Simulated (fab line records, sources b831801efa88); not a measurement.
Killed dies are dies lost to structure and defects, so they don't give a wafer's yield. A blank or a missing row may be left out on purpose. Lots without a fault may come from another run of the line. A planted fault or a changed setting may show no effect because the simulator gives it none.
fab line records | flow sky130
record lots=6 wafers=18 last_day=49
route steps=708 shown VIA3@591 METAL4@598 CAP2M@603 PAD_OPEN@708
lots that met no fault: from a run of the same line without faults
start_h: hours from the record's first day to the start of the lot's first wafer shown | wait_h: hours since the lot's step before | " the same as in the row above | L1.1+2: a row that stands for several wafers | - no value, or no start given | * or withheld: withheld | < > ~ a bound
route shown NAME@n: a module of which the file shows steps, and the number in the route of the first | usual: mean/standard deviation of fault-free wafers | same: alike in all rows | chamber/n: place in a boat | sites: the reading at each site | _std_site: their standard deviation | _edge_site: outer sites' mean less inner sites' | radius_mm: how far each site lies from the wafer's centre | mask NAME#n: copy n | behind: the tool/chamber that last shaped the wafer | hold: why the lot was held/for how many hours/how that ended | device: the transistor (n, p or np) that didn't switch | end of line: the same wafers' tests at the end of the route | a step without rows: its recipe alone | killed: dies lost to structure and defects at the first sort, not the wafer's yield | map: a wafer's dies, x killed, . not, _ none there
set.NAME: the setting as run; set.NAME@STEP: as run at that earlier step | model.NAME: the simulator's own value behind a step, which no gauge read
lots at some steps of the route; a table a step, a row a wafer
services: from which hour (start_h, from the record's first day; less than 0 if before it) a tool's chamber was out of use, for how many hours, and why
## steps
# step SKY_VIA3_CLEAN_18
# recipe chemistry=IPA time_s=180 temp_c=25
# step SKY_VIA3_CLEAN_19
# recipe chemistry=O3/DIW dry=n2_spin
# step SKY_VIA3_SPUTTER_20
# recipe material=TiN target_thk_nm=20 chamber_pressure_pa=5 power_w=4000 time_s=80
# usual throttle_valve_pct=30.1/0.99
# columns lot.wafer tool chamber start_h wait_h throttle_valve_pct
L597.2 pvd_sputter-04 - 933.48 0.0 30.4
L597.3 " - " " 29.3
L597.5 " - " " 29.2
L605.1 pvd_sputter-04 - 994.37 0.0 30.5
L605.2 " - " " 30.5
L605.4 " - " " 31.3
L606.1 pvd_sputter-03 - 999.38 0.0 29.8
L606.5 " - " " 31.9
L606.6 " - " " 29.7
L610.1 pvd_sputter-02 - 1023.78 0.0 30.1
L610.4 " - " " 27.6
L610.6 " - " " 30.3
L611.1 pvd_sputter-04 - 1030.02 0.0 29.2
L611.2 " - " " 31.4
L611.4 " - " " 30.6
L612.1 pvd_sputter-02 - 1038.62 0.0 30.6
L612.2 " - " " 27.3
L612.3 " - " " 30.2
# step SKY_VIA3_CVD_21
# recipe material=W target_thk_nm=390 time_s=117.31 temp_c=400 pressure_torr=40
# usual heater_power_w=789/73
# columns lot.wafer tool chamber start_h wait_h heater_power_w
L597.2 cvd_w-02 0 933.54 0.0 705
L597.3 " 0 " " 718
L597.5 " 1 " " 768
L605.1 cvd_w-02 1 994.43 0.0 761
L605.2 " 0 " " 707
L605.4 " 0 " " 718
L606.1 cvd_w-01 1 999.45 0.0 894
L606.5 " 0 " " 844
L606.6 " 1 " " 878
L610.1 cvd_w-02 0 1023.84 0.0 705
L610.4 " 1 " " 749
L610.6 " 1 " " 757
L611.1 cvd_w-02 0 1030.08 0.0 716
L611.2 " 1 " " 767
L611.4 " 1 " " 761
L612.1 cvd_w-02 1 1038.69 0.0 751
L612.2 " 0 " " 712
L612.3 " 0 " " 706
# step SKY_VIA3_RS_MEAS_22
# recipe thk_meas_gauge=four-point-probe reads=W_of_VIA3_CVD_21+TiN_of_VIA3_SPUTTER_20
# usual VIA3_W_RS=0.292/0.0041
# columns lot.wafer tool chamber start_h wait_h VIA3_W_RS[ohm/sq]
L597.2 film_metro-02 - 933.69 0.1 0.284
L597.3 " - " " 0.283
L597.5 " - " " 0.297
L605.1 film_metro-02 - 994.55 0.1 0.294
L605.2 " - " " 0.288
L605.4 " - " " 0.287
L606.1 film_metro-04 - 999.57 0.1 0.292
L606.5 " - " " 0.291
L606.6 " - " " 0.294
L610.1 film_metro-03 - 1023.97 0.1 0.281
L610.4 " - " " 0.296
L610.6 " - " " 0.295
L611.1 film_metro-03 - 1030.20 0.1 0.290
L611.2 " - " " 0.295
L611.4 " - " " 0.296
L612.1 film_metro-02 - 1038.81 0.1 0.299
L612.2 " - " " 0.289
L612.3 " - " " 0.288
# step SKY_VIA3_THK_MEAS_23
# recipe thk_meas_gauge=xrf reads=W_of_VIA3_CVD_21
# usual VIA3_W_THK=396/6.7
# columns lot.wafer tool chamber start_h wait_h VIA3_W_THK[nm]
L597.2 film_metro-02 - 933.80 0.1 407
L597.3 " - " " 411
L597.5 " - " " 389
L605.1 film_metro-02 - 994.67 0.1 395
L605.2 " - " " 404
L605.4 " - " " 406
L606.1 film_metro-04 - 999.69 0.1 394
L606.5 " - " " 400
L606.6 " - " " 392
L610.1 film_metro-03 - 1024.09 0.1 410
L610.4 " - " " 386
L610.6 " - " " 388
L611.1 film_metro-03 - 1030.32 0.1 395
L611.2 " - " " 390
L611.4 " - " " 388
L612.1 film_metro-02 - 1038.93 0.1 388
L612.2 " - " " 404
L612.3 " - " " 403
# step SKY_VIA3_CMP_24
# recipe stop_on=SiO2 t_overpolish_s=20 down_force_psi=3.5 platen_rpm=60 target_thk_nm=0 pad_velocity_m_s=0.94248
# usual edge_zone_pressure_frac=1.000/0.0047 motor_current_A=10.6/1.1 overpolish_run_s=20.000/0.0091 time_to_endpoint_s=95/5.7
# columns lot.wafer tool chamber start_h wait_h edge_zone_pressure_frac motor_current_A overpolish_run_s time_to_endpoint_s
L597.2 cmp-01 0 933.90 0.1 1.000 10.3 20.001 106
L597.3 " 2 " " 0.991 10.6 20.005 96
L597.5 " 3 " " 1.003 12.2 20.008 95
L605.2 cmp-02 3 994.73 0.0 0.996 11.6 20.004 87
L605.1 " 0 " " 0.995 8.2 19.997 88
L605.4 " 2 " " 1.005 9.3 19.984 95
L606.1 cmp-01 1 999.75 0.1 0.994 11.6 20.005 98
L606.6 " 1 " " 0.999 10.7 20.003 98
L606.5 " 2 " " 1.000 10.7 20.007 92
L610.4 cmp-02 0 1024.15 0.0 1.002 8.4 19.997 87
L610.1 " 3 " " 0.997 11.9 20.004 90
L610.6 " 0 " " 0.997 8.4 19.984 92
L611.2 cmp-02 3 1030.38 0.0 1.000 11.9 19.999 87
L611.4 " 0 " " 1.001 8.3 19.995 92
L611.1 " 2 " " 0.997 9.5 20.001 95
L612.2 cmp-02 0 1038.99 0.0 1.006 8.5 20.000 95
L612.3 " 1 " " 1.006 9.9 19.999 89
L612.1 " 2 " " 0.999 9.6 20.000 94
# step SKY_METAL4_SPUTTER_00
# recipe material=Ti target_thk_nm=15 power_w=3000 time_s=10 chamber_pressure_pa=0.4
# step SKY_METAL4_SPUTTER_01
# recipe material=TiN target_thk_nm=20 power_w=6500 time_s=16.7 chamber_pressure_pa=0.4
# step SKY_METAL4_SPUTTER_02
# recipe material=AlCu target_thk_nm=735 power_w=10600 time_s=39.1 chamber_pressure_pa=0.4
# usual throttle_valve_pct=29.9/0.99
# columns lot.wafer tool chamber start_h wait_h throttle_valve_pct
L597.2 pvd_sputter-01 - 934.20 0.0 29.2
L597.3 " - " " 29.8
L597.5 " - " " 31.1
L605.1 pvd_sputter-02 - 995.08 0.0 30.2
L605.2 " - " " 27.5
L605.4 " - " " 29.8
L606.1 pvd_sputter-01 - 1000.10 0.0 29.3
L606.5 " - " " 29.1
L606.6 " - " " 29.4
L610.1 pvd_sputter-03 - 1024.49 0.0 30.0
L610.4 " - " " 30.0
L610.6 " - " " 31.7
L611.1 pvd_sputter-03 - 1030.73 0.0 29.9
L611.2 " - " " 29.5
L611.4 " - " " 31.7
L612.1 pvd_sputter-02 - 1039.34 0.0 30.1
L612.2 " - " " 30.4
L612.3 " - " " 29.4
# step SKY_METAL4_SPUTTER_03
# recipe material=Ti target_thk_nm=5 power_w=3000 time_s=3.183 chamber_pressure_pa=0.4
# step SKY_METAL4_SPUTTER_04
# recipe material=TiN target_thk_nm=70 power_w=6500 time_s=58.3 chamber_pressure_pa=0.4
# step SKY_CAP2M_CVD_00
# recipe material=SiO2 target_thk_nm=15.5 temp_c=400 time_s=withheld rf_w=450
# usual heater_power_w=757/98
# columns lot.wafer tool chamber start_h wait_h heater_power_w
L597.2 pecvd-02 2 934.31 0.0 875
L597.3 " 1 " " 837
L597.5 " 1 " " 844
L605.1 pecvd-02 0 995.18 0.0 785
L605.2 " 1 " " 730
L605.4 " 1 " " 743
L606.1 pecvd-03 0 1000.20 0.0 569
L606.5 " 2 " " 803
L606.6 " 1 " " 621
L610.1 pecvd-02 0 1024.60 0.0 797
L610.4 " 2 " " 936
L610.6 " 0 " " 806
L611.1 pecvd-01 0 1030.84 0.0 739
L611.2 " 2 " " 657
L611.4 " 2 " " 668
L612.1 pecvd-02 1 1039.44 0.0 825
L612.2 " 0 " " 713
L612.3 " 2 " " 907
# step SKY_CAP2M_THK_MEAS_01
# recipe reads=SiO2_of_CAP2M_CVD_00
# usual CAP2M_CVD_00_THK=15.45/0.25
# columns lot.wafer tool chamber start_h wait_h CAP2M_CVD_00_THK[nm]
L597.2 film_metro-04 - 934.34 - 15.15
L597.3 " - " " 15.20
L597.5 " - " " 15.29
L605.1 film_metro-01 - 995.21 - 15.48
L605.2 " - " " 15.25
L605.4 " - " " 15.54
L606.1 film_metro-03 - 1000.22 - 15.68
L606.5 " - " " 16.11
L606.6 " - " " 15.34
L610.1 film_metro-04 - 1024.62 - 15.17
L610.4 " - " " 15.35
L610.6 " - " " 15.75
L611.1 film_metro-01 - 1030.86 - 15.35
L611.2 " - " " 15.58
L611.4 " - " " 15.82
L612.1 film_metro-03 - 1039.46 - 15.38
L612.2 " - " " 15.64
L612.3 " - " " 15.19
# step SKY_CAP2M_SPUTTER_02
# recipe material=TiN target_thk_nm=200 temp_c=300 power_w=6500 time_s=166.7 chamber_pressure_pa=0.4
# usual throttle_valve_pct=30.2/0.78
# columns lot.wafer tool chamber start_h wait_h throttle_valve_pct
L597.2 pvd_sputter-04 - 934.39 0.0 31.2
L597.3 " - " " 29.1
L597.5 " - " " 30.1
L605.1 pvd_sputter-04 - 995.27 0.1 30.2
L605.2 " - " " 31.0
L605.4 " - " " 29.5
L606.1 pvd_sputter-04 - 1000.28 0.1 31.3
L606.5 " - " " 31.5
L606.6 " - " " 30.1
L610.1 pvd_sputter-04 - 1024.68 0.1 29.2
L610.4 " - " " 30.3
L610.6 " - " " 30.4
L611.1 pvd_sputter-04 - 1030.92 0.1 31.1
L611.2 " - " " 30.3
L611.4 " - " " 30.5
L612.1 pvd_sputter-04 - 1039.52 0.1 29.2
L612.2 " - " " 30.3
L612.3 " - " " 31.2
# step SKY_CAP2M_RS_MEAS_03
# recipe thk_meas_gauge=four-point-probe reads=TiN_of_CAP2M_SPUTTER_02
# usual CAP2M_TIN_RS=6.96/0.061
# columns lot.wafer tool chamber start_h wait_h CAP2M_TIN_RS[ohm/sq]
L597.2 film_metro-03 - 934.52 0.1 6.88
L597.3 " - " " 6.93
L597.5 " - " " 6.92
L605.1 film_metro-03 - 995.37 0.1 7.02
L605.2 " - " " 7.09
L605.4 " - " " 7.13
L606.1 film_metro-04 - 1000.39 0.1 7.00
L606.5 " - " " 7.01
L606.6 " - " " 6.96
L610.1 film_metro-01 - 1024.79 0.1 7.04
L610.4 " - " " 6.97
L610.6 " - " " 7.03
L611.1 film_metro-04 - 1031.03 0.1 6.99
L611.2 " - " " 6.89
L611.4 " - " " 6.95
L612.1 film_metro-04 - 1039.63 0.1 7.05
L612.2 " - " " 7.01
L612.3 " - " " 7.03
# step SKY_CAP2M_THK_MEAS_04
# recipe thk_meas_gauge=xrf reads=TiN_of_CAP2M_SPUTTER_02
# usual CAP2M_TIN_THK=196.9/2
# columns lot.wafer tool chamber start_h wait_h CAP2M_TIN_THK[nm]
L597.2 film_metro-03 - 934.63 0.1 200.1
L597.3 " - " " 197.9
L597.5 " - " " 199.4
L605.1 film_metro-03 - 995.49 0.1 195.0
L605.2 " - " " 194.0
L605.4 " - " " 193.2
L606.1 film_metro-04 - 1000.51 0.1 195.0
L606.5 " - " " 195.5
L606.6 " - " " 197.0
L610.1 film_metro-01 - 1024.91 0.1 194.8
L610.4 " - " " 196.9
L610.6 " - " " 194.0
L611.1 film_metro-04 - 1031.15 0.1 193.8
L611.2 " - " " 197.1
L611.4 " - " " 195.6
L612.1 film_metro-04 - 1039.75 0.1 194.1
L612.2 " - " " 194.0
L612.3 " - " " 194.2
# step SKY_CAP2M_DEHYDRATE_05
# recipe temp_c=200 time_s=60
# step SKY_CAP2M_HMDS_06
# recipe prime_time_s=60 prime_temp_c=120
# step SKY_CAP2M_COAT_07
# recipe resist=NOVOLAK spin_rpm=3000 resist_thk_nm=1140
# step SKY_CAP2M_SOFTBAKE_08
# recipe temp_c=90 time_s=60 resist=NOVOLAK
# step SKY_CAP2M_EXPOSE_09
# recipe mask_id=CAP2M na=0.6 source_shape=conventional sigma_outer=0.6 polarization=unpolarized target_cd_nm=1000 dose_mj=159
# step SKY_CAP2M_PEB_10
# recipe temp_c=withheld time_s=* resist=NOVOLAK
# step SKY_CAP2M_DEVELOP_11
# recipe resist=NOVOLAK developer=TMAH develop_time_s=60 dev_temp_c=23
# step SKY_CAP2M_OVL_MEAS_12
# usual CAP2M_OVL=-0.6/1.4
# columns lot.wafer tool chamber start_h wait_h CAP2M_OVL[nm]
L597.2 overlay-02 - 958.49 0.1 -2.4
L597.3 " - " " -0.9
L597.5 " - " " -1.2
L605.1 overlay-01 - 1017.82 0.1 1.3
L605.2 " - " " -0.2
L605.4 " - " " 2.7
L606.1 overlay-02 - 1023.39 0.1 -1.2
L606.5 " - " " -2.5
L606.6 " - " " -0.6
L610.1 overlay-02 - 1047.18 0.1 -1.3
L610.4 " - " " -1.9
L610.6 " - " " -1.8
L611.1 overlay-02 - 1052.87 0.1 -3.6
L611.2 " - " " -1.8
L611.4 " - " " -3.1
L612.1 overlay-01 - 1060.82 0.1 -0.8
L612.2 " - " " 1.1
L612.3 " - " " -0.2
# step SKY_CAP2M_METAL_ETCH_13
# recipe target_depth_nm=220 stop_on=SiO2 chemistry=Cl2/BCl3 target=TiN pressure_mtorr=10 icp_w=900 bias_w=48.5 Cl2_flow_sccm=60 bcl3_flow_sccm=30 time_s=62.9
# step SKY_CAP2M_STRIP_14
# recipe chemistry=O2/N2 power_w=1400 pressure_mtorr=1500 platen_temp_c=withheld o2_flow_sccm=3000 n2_flow_sccm=300 overash_fraction=0.5
# step SKY_CAP2M_STRIP_15
# recipe chemistry=post_etch_residue_remover time_s=1200 temp_c=72.5
# step SKY_CAP2M_CLEAN_16
# recipe chemistry=IPA time_s=180 temp_c=25
# step SKY_CAP2M_CLEAN_17
# recipe chemistry=O3/DIW dry=n2_spin
# step SKY_METAL4_DEHYDRATE_05
# recipe temp_c=200 time_s=60
# step SKY_METAL4_HMDS_06
# recipe prime_time_s=60 prime_temp_c=120
# step SKY_METAL4_COAT_07
# recipe resist=BARC temp_c=withheld time_s=withheld spin_rpm=3000 resist_thk_nm=60
# step SKY_METAL4_COAT_08
# recipe resist=KrF-thick spin_rpm=3000 resist_thk_nm=1140
# step SKY_METAL4_SOFTBAKE_09
# recipe temp_c=100 time_s=90 resist=KrF-thick
# step SKY_METAL4_EXPOSE_10
# recipe mask_id=MM4 na=0.68 source_shape=annular sigma_inner=0.4 sigma_outer=0.8 target_cd_nm=300 dose_mj=28
# step SKY_METAL4_PEB_11
# recipe peb_temp_c=withheld peb_time_s=withheld resist=KrF-thick
# step SKY_METAL4_DEVELOP_12
# recipe develop_time_s=60 resist=KrF-thick dev_temp_c=20.1
# step SKY_METAL4_CD_MEAS_13
# recipe target_cd_nm=300
# usual cd_nm=299.8/1.3
# columns lot.wafer tool chamber start_h wait_h cd_nm
L597.2 cd_sem-01 - 982.65 - 299.9
L597.3 " - " " 300.6
L597.5 " - " " 298.4
L605.1 cd_sem-01 - 1040.84 - 298.4
L605.2 " - " " 297.5
L605.4 " - " " 297.6
L606.1 cd_sem-01 - 1047.09 - 300.8
L606.5 " - " " 299.5
L606.6 " - " " 299.5
L610.1 cd_sem-01 - 1069.84 - 300.1
L610.4 " - " " 299.2
L610.6 " - " " 299.5
L611.1 cd_sem-01 - 1075.12 - 298.5
L611.2 " - " " 298.8
L611.4 " - " " 298.7
L612.1 cd_sem-02 - 1082.07 - 299.5
L612.2 " - " " 300.0
L612.3 " - " " 299.9
# step SKY_METAL4_OVL_MEAS_14
# usual METAL4_OVL=-1/5.8
# columns lot.wafer tool chamber start_h wait_h METAL4_OVL[nm]
L597.2 overlay-02 - 982.75 0.1 -9
L597.3 " - " " -8
L597.5 " - " " -10
L605.1 overlay-01 - 1040.96 0.1 -4
L605.2 " - " " -2
L605.4 " - " " -3
L606.1 overlay-02 - 1047.22 0.1 -12
L606.5 " - " " -2
L606.6 " - " " -10
L610.1 overlay-02 - 1069.96 0.1 -8
L610.4 " - " " 9
L610.6 " - " " -3
L611.1 overlay-02 - 1075.24 0.1 -1
L611.2 " - " " 2
L611.4 " - " " 0
L612.1 overlay-01 - 1082.19 0.1 -7
L612.2 " - " " -6
L612.3 " - " " -2
# step SKY_METAL4_DESCUM_15
# recipe chemistry=O2 source_power_w=150 bias_power_w=0 pressure_mtorr=10 temp_c=40 time_s=8
# step SKY_METAL4_ETCH_16
# recipe chemistry=N2/H2 target=BARC ion_energy_ev=200 bias_w=100 pressure_mtorr=30 n2_flow_sccm=100 h2_flow_sccm=200 icp_w=500 stop_on=SiO2 time_s=88.2 target_depth_a=600
# step SKY_PAD_OPEN_PROBE_99
# usual defect_limited_yield=82.7/1.8 killed_at_M0_to_M3=42/7.2 killed_at_M4_up=3.4/2.1 killed_at_contacts=24/5.4 killed_at_front_end=15/4 killed_at_other=0.3/0.53 killed_dies=85/8.8 killed_on_rim=16/3.5 killed_open=47/6.7 killed_short=38/6.5 sort_bin_3_pad_short=0.8/0.4 sort_bin_5_function=10.2/1.3 sort_bin_6_memory=6.2/1.2 sort_n_pass=407/8.8 sort_yield_pct=82.7/1.8
# same gross_dies=492 killed_at_back_side=0 sort_bin_4_leakage[%]=0 sort_bin_8_speed[%]=0
# columns lot.wafer tool chamber start_h wait_h hold defect_limited_yield[%] killed_at_M0_to_M3 killed_at_M4_up killed_at_contacts killed_at_front_end killed_at_other killed_dies killed_on_rim killed_open killed_short sort_bin_3_pad_short[%] sort_bin_5_function[%] sort_bin_6_memory[%] sort_n_pass sort_yield_pct[%] model.etest.tester.sort_n_pass model.etest.tester.sort_yield_pct model.etest.tester.sort_bin_5_pct model.etest.tester.sort_bin_3_pct
L597.2 prober-02 - 1079.19 0.1 - 83.7 38 2 22 18 0 80 14 52 28 0.4 9.3 6.5 412 83.7 412 83.74 9.35 0.4065
L597.3 prober-02 - 1079.24 0.2 - 83.1 38 3 23 19 0 83 18 49 33 0.6 9.6 6.7 409 83.1 409 83.13 9.553 0.6098
L597.5 prober-02 - 1079.34 0.2 - 81.7 41 3 34 11 1 90 15 52 38 1.0 8.5 8.7 402 81.7 402 81.71 8.537 1.016
L605.1 prober-02 - 1130.63 0.1 - 85.2 36 2 24 10 1 73 7 43 29 0.4 10.2 4.3 419 85.2 419 85.16 10.16 0.4065
L605.2 prober-02 - 1130.68 0.1 - 85.0 41 1 19 12 1 74 20 47 27 0.6 9.1 5.3 418 85.0 418 84.96 9.146 0.6098
L605.4 prober-02 - 1130.78 0.2 - 86.0 27 5 16 21 0 69 13 27 42 1.8 8.3 3.9 423 86.0 423 85.98 8.333 1.829
L606.1 prober-01 - 1136.36 0.1 - 81.3 37 3 29 23 0 92 18 55 35 1.0 11.2 6.5 400 81.3 400 81.3 11.18 1.016
L606.5 prober-01 - 1136.56 0.2 - 82.5 45 4 23 14 0 86 14 44 42 0.4 10.4 6.7 406 82.5 406 82.52 10.37 0.4065
L606.6 prober-01 - 1136.61 0.2 - 80.7 38 3 35 19 0 95 20 45 49 0.8 10.4 8.1 397 80.7 397 80.69 10.37 0.813
L610.1 prober-01 - 1157.43 0.1 await_dispo/2.4h/release 76.8 42 1 19 14 38 114 17 45 31 2.6 14.8 5.7 378 76.8 378 76.83 14.84 2.642
L610.4 prober-01 - 1157.58 0.2 await_dispo/2.4h/release 84.3 38 1 25 12 1 77 14 34 43 0.6 11.0 4.1 415 84.3 415 84.35 10.98 0.6098
L610.6 prober-01 - 1157.68 0.2 await_dispo/2.4h/release 75.2 42 4 18 3 55 122 14 35 32 2.4 17.5 4.9 370 75.2 370 75.2 17.48 2.439
L611.1 prober-02 - 1161.16 0.1 - 82.9 40 2 27 15 0 84 16 50 31 0.8 8.7 7.5 408 82.9 408 82.93 8.74 0.813
L611.2 prober-02 - 1161.21 0.1 - 85.8 36 0 21 12 1 70 17 31 38 1.2 7.5 5.5 422 85.8 422 85.77 7.52 1.22
L611.4 prober-02 - 1161.31 0.2 - 83.1 36 7 23 17 0 83 12 42 39 1.0 9.8 6.1 409 83.1 409 83.13 9.756 1.016
L612.1 prober-01 - 1164.24 0.1 await_dispo/2.8h/release 83.1 46 4 14 19 0 83 15 50 33 0.8 9.6 6.5 409 83.1 409 83.13 9.553 0.813
L612.2 prober-01 - 1164.29 0.1 await_dispo/2.8h/release 74.8 42 5 18 11 48 124 12 35 39 2.4 15.9 6.9 368 74.8 368 74.8 15.85 2.439
L612.3 prober-01 - 1164.34 0.2 await_dispo/2.8h/release 84.6 37 2 21 16 0 76 15 38 38 1.0 9.6 4.9 416 84.6 416 84.55 9.553 1.016
# killed by level:class
L597.2 VIA1:geometric_particle:open=10 CONTACT:geometric_particle:open=8 VIA2:geometric_particle:open=7 VIA3:geometric_particle:open=7 POLY_GATE:geometric_particle:open=6 LI_CONTACT:geometric_particle:open=6 POLY_GATE:geometric_particle:short=5 LI_CONTACT:geometric_particle:short=4
L597.3 VIA3:geometric_particle:open=12 CONTACT:geometric_particle:open=10 VIA1:geometric_particle:open=7 POLY_GATE:geometric_particle:open=6 LI_CONTACT:geometric_particle:open=6 METAL1:geometric_particle:short=5 FIELD_ISO:geometric_particle:open=4 VIA1:geometric_particle:short=4
L597.5 CONTACT:geometric_particle:open=14 VIA1:geometric_particle:open=14 LOCAL_INTERCONNECT:geometric_particle:short=6 LI_CONTACT:geometric_particle:open=5 CONTACT:geometric_particle:short=5 VIA3:geometric_particle:open=5 VIA1:geometric_particle:short=5 METAL2:geometric_particle:short=4
L605.1 VIA1:geometric_particle:open=11 CONTACT:geometric_particle:open=7 LI_CONTACT:geometric_particle:open=6 VIA2:geometric_particle:open=5 CONTACT:geometric_particle:short=4 VIA3:geometric_particle:open=4 POLY_GATE:geometric_particle:open=3 LI_CONTACT:geometric_particle:short=3
L605.2 VIA1:geometric_particle:open=16 CONTACT:geometric_particle:open=9 METAL1:geometric_particle:short=5 METAL2:geometric_particle:open=4 CONTACT:geometric_particle:short=4 VIA1:geometric_particle:short=4 VIA3:geometric_particle:open=4 FIELD_ISO:geometric_particle:short=3
L605.4 CONTACT:geometric_particle:open=6 VIA1:geometric_particle:open=6 CONTACT:geometric_particle:short=5 VIA1:geometric_particle:short=5 FIELD_ISO:geometric_particle:open=4 VIA2:geometric_particle:short=4 METAL4:geometric_particle:short=4 FIELD_ISO:geometric_particle:short=3
L606.1 CONTACT:geometric_particle:open=12 VIA2:geometric_particle:open=10 LI_CONTACT:geometric_particle:open=8 VIA1:geometric_particle:open=8 FIELD_ISO:geometric_particle:short=6 POLY_GATE:geometric_particle:short=5 METAL1:geometric_particle:short=4 LI_CONTACT:geometric_particle:short=3
L606.5 VIA1:geometric_particle:open=11 CONTACT:geometric_particle:open=8 CONTACT:geometric_particle:short=6 METAL1:geometric_particle:short=6 POLY_GATE:geometric_particle:open=5 VIA1:geometric_particle:short=5 LI_CONTACT:geometric_particle:open=4 VIA2:geometric_particle:short=4
L606.6 CONTACT:geometric_particle:open=11 CONTACT:geometric_particle:short=9 VIA1:geometric_particle:open=9 LI_CONTACT:geometric_particle:open=8 VIA1:geometric_particle:short=6 FIELD_ISO:geometric_particle:short=5 VIA2:geometric_particle:open=5 FIELD_ISO:geometric_particle:open=4
L610.1 CAP2M:unspecified=38 VIA1:geometric_particle:open=16 VIA2:geometric_particle:open=10 LOCAL_INTERCONNECT:geometric_particle:short=8 FIELD_ISO:geometric_particle:short=6 CONTACT:geometric_particle:open=5 METAL1:geometric_particle:short=4 METAL1:geometric_particle:open=3
L610.4 VIA1:geometric_particle:short=8 VIA2:geometric_particle:open=8 LI_CONTACT:geometric_particle:open=7 CONTACT:geometric_particle:short=7 VIA1:geometric_particle:open=7 POLY_GATE:geometric_particle:short=5 LOCAL_INTERCONNECT:geometric_particle:short=5 CONTACT:geometric_particle:open=4
L610.6 CAP2M:unspecified=55 METAL2:geometric_particle:short=7 VIA1:geometric_particle:open=6 VIA2:geometric_particle:open=6 LI_CONTACT:geometric_particle:open=5 LOCAL_INTERCONNECT:geometric_particle:short=5 VIA3:geometric_particle:short=5 VIA3:geometric_particle:open=5
L611.1 VIA1:geometric_particle:open=14 CONTACT:geometric_particle:open=11 LI_CONTACT:geometric_particle:open=8 METAL1:geometric_particle:short=6 VIA1:geometric_particle:short=5 SPACER:geometric_particle:short=4 FIELD_ISO:geometric_particle:open=3 POLY_GATE:geometric_particle:short=3
L611.2 CONTACT:geometric_particle:open=8 CONTACT:geometric_particle:short=6 METAL1:geometric_particle:short=5 VIA1:geometric_particle:open=5 VIA2:geometric_particle:open=5 VIA2:geometric_particle:short=4 LI_CONTACT:geometric_particle:open=4 VIA1:geometric_particle:short=4
L611.4 VIA1:geometric_particle:open=10 VIA3:geometric_particle:open=8 CONTACT:geometric_particle:open=6 METAL4:geometric_particle:short=6 FIELD_ISO:geometric_particle:short=5 CONTACT:geometric_particle:short=5 METAL1:geometric_particle:short=4 LI_CONTACT:geometric_particle:open=4
L612.1 VIA1:geometric_particle:open=11 POLY_GATE:geometric_particle:open=7 FIELD_ISO:geometric_particle:open=6 VIA1:geometric_particle:short=6 VIA3:geometric_particle:short=5 METAL1:geometric_particle:short=5 VIA3:geometric_particle:open=5 LI_CONTACT:geometric_particle:open=4
L612.2 CAP2M:unspecified=48 VIA1:geometric_particle:open=8 VIA2:geometric_particle:open=7 METAL2:geometric_particle:short=6 LI_CONTACT:geometric_particle:open=6 METAL1:geometric_particle:short=6 LOCAL_INTERCONNECT:geometric_particle:short=5 CONTACT:geometric_particle:open=4
L612.3 VIA1:geometric_particle:open=10 CONTACT:geometric_particle:open=9 VIA2:geometric_particle:open=6 LI_CONTACT:geometric_particle:open=5 VIA2:geometric_particle:short=5 FIELD_ISO:geometric_particle:short=4 VIA1:geometric_particle:short=4 POLY_GATE:geometric_particle:short=3
# map L610.6 (x killed, . not)
__________.x........_________
________.....x........_______
______x.......xxxx...x.._____
_____.......x.xxxxx......____
____..x..xxxxxxxxxxx......___
___......x.xxxxxxxx.......x__
__x...x...xxxxxxxxx......x.._
_....xx..x.xxxxxxxx.x.x......
_..xx...x.x..xxxx...x........
_..........xx.x.x.x........xx
_.x........x.x.....xx........
_................x..x........
_............x.x....x........
_...x....x...................
_.x.x.x....x..........xx.....
__........xx........x......._
___..x......x...x..x..x....__
____..x.x.......xxx..x....___
_____..x.......xx...x....____
______..xx.............x_____
________.x....x....x.._______
__________.x....x.x._________
# map L612.2 (x killed, . not)
__________x.x...x..._________
________......x.....xx_______
______...x..xxxx........_____
_____x..xx...xxxxx.......____
____..x.x..xxxxxxx....x...___
___........xxxxxxxxxx.x....__
__........xxxxxxxxxx........_
_......x..xxxxxxxxxx........x
_......xxx.xxxxxxx...x.......
_x...x..x.....x.x...x...x....
_...xx..x...x..x.x.x.......x.
_x...............x...x.......
_.x.x...x.....x....x.....x.x.
_....x............x.....x.x..
_......x..........xx...x.....
__.x..xx..............x....._
___........................__
____...x.x....x...xx...x..___
_____...........xx.......____
______..........x.x....._____
________.x.x....x..x.._______
__________.........._________
## services
# columns tool chamber start_h hours kind
pvd_sputter-01 - 910.02 2.1 repair
cmp-02 - 912.15 4.0 pm
cmp-02 - 913.13 3.7 repair
cmp-02 - 916.15 - consumable_replace:conditioner
cmp-02 - 916.15 - consumable_replace:pad
cvd_w-02 0 918.00 - clean
cvd_w-02 1 918.00 - clean
cmp-02 - 921.65 0.5 repair
pecvd-02 - 936.11 1.7 repair
pvd_sputter-04 0 955.99 - consumable_replace:kit
pvd_sputter-04 0 955.99 18.0 scheduled_down
pvd_sputter-04 0 955.99 18.0 vent_cycle
cvd_w-01 - 956.31 1.8 repair
cmp-02 - 957.01 2.2 repair
pecvd-03 0 958.15 20.5 repair
pecvd-01 - 961.34 0.2 repair
cmp-01 - 971.55 4.0 repair
pvd_sputter-02 1 982.29 - consumable_replace:kit
pvd_sputter-02 1 982.29 18.0 scheduled_down
pvd_sputter-02 1 982.29 18.0 vent_cycle
pecvd-02 1 1002.06 2.1 scheduled_down
pvd_sputter-01 - 1006.33 3.4 repair
pvd_sputter-04 - 1016.30 5.2 repair
pecvd-01 0 1033.73 5.1 repair
## key
first_sign step=SKY_PAD_OPEN_PROBE_99 reading=killed_at_other direction=up sigmas=47 usual=0.3 struck=47
effect step=SKY_PAD_OPEN_PROBE_99 reading=sort_bin_5_function direction=up sigmas=4.4 usual=10.2 struck=16.1
model_effect step=SKY_PAD_OPEN_PROBE_99 value=etest.tester.sort_n_pass without=412 struck=372
met_at SKY_CAP2M_CVD_00
struck_wafers L610.1,L610.6,L612.2
onset_between 995.18 1024.60
fault kind=chamber_particle_source tool=pecvd-02 chamber=0 onset_h=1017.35 steps=SKY_CAP2M_CVD_00 rate_per_visit_cm2=0.52745 end_h=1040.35
